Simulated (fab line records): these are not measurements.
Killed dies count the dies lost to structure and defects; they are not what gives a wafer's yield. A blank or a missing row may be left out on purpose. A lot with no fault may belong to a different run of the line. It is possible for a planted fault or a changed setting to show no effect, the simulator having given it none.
8D (eight disciplines) problem report, filled in by code -- flow sfq-line -- the parts of the form that need people (team, actions taken, sign-off) are left out

== 1. THE PROBLEM ==
At SFQ_TRILAYER_M5_BARC_OPEN_METAL_ETCH_161, oes-product-au averages 0.650 a.u. over 3 wafers from 3 lots, while fault-free wafers read 0.686 a.u., standard deviation 0.0049. That is -7.3 standard deviations from the usual mean.
The step: etches BARC in O2, target depth 125 nm, time 41.7 s.
First seen on wafer L546.4, day 48 03:57, on rie-metal-01. At this step, 18 wafers from 7 lots have a number in the record. By rule, "out" or "out of limits" means more than 4 standard deviations away from the usual mean. All remaining wafers that have a number are taken as sound.

== 2. WHAT IT IS, WHAT IT ISN'T ==
question,is,is not
which readings at this step,"oes-product-au, run-length-s","drypump-motor-current-A, he-backside-leak-sccm"
which lots,"L546, L548, L549","L538, L540, L555, L557"
which wafers of those lots,"L546.4, L548.4, L549.4","L546.5, L548.5, L549.1"
read on which tools,rie-metal-01,"rie-metal-03, rie-metal-04"
when,from day 48 03:57,"up to then (7 sound wafers); but 8 sound wafers of L548, L549, L555, L557 came after"

== 3. SUSPECTS, AND WHAT RULES EACH OUT ==
Counting: any tool at a process step up to the reading remains a suspect provided it ran every lot that is out. Sound lots after the first of them don't rule it out here, since some wafers of a struck lot are sound.
- rie-metal-01 at SFQ_TRILAYER_M5_BARC_OPEN_METAL_ETCH_161 (etches BARC in O2, target depth 125 nm, time 41.7 s): kept. Every lot that is out went through it, the first being L546 (day 48 03:57); the last sound lot it ran before that was L538 (day 46 06:59). On those wafers its own readings are out: oes-product-au, run-length-s.
Remaining after the count: rie-metal-01 at SFQ_TRILAYER_M5_BARC_OPEN_METAL_ETCH_161.

== 4. THE CAUSE (what the simulator had put in) ==
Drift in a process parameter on rie-metal-01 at SFQ_TRILAYER_M5_BARC_OPEN_METAL_ETCH_161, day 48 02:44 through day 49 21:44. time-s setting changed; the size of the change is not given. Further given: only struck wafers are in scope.
Only this tool survived the counting.

== 5. THE CHAIN OF EFFECTS, in route order ==
One row per reading whose mean, taken over the struck wafers that have a number, lies over 3 standard deviations from the usual. Scope: only readings with a usual standard deviation given in the record; hours: median across lots of the time from each lot's start at the first step in this table that gives one to its start at this step; sigmas: change in usual standard deviations.
hours,step,reading,usual,on struck wafers,change,sigmas
0,SFQ_TRILAYER_M5_BARC_OPEN_METAL_ETCH_161,oes-product-au,0.686 a.u.,0.650,-0.036,-7.3
0,SFQ_TRILAYER_M5_BARC_OPEN_METAL_ETCH_161,run-length-s,70.1 s,75.6,+5.5,+8.5
Process steps it contains:
- SFQ_TRILAYER_M5_BARC_OPEN_METAL_ETCH_161: etches BARC in O2, target depth 125 nm, time 41.7 s.

== 6. WHAT WOULD HAVE CAUGHT IT SOONER ==
In this record the first reading out of limits was taken at day 48 03:57, 1 hour after the fault began at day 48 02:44.
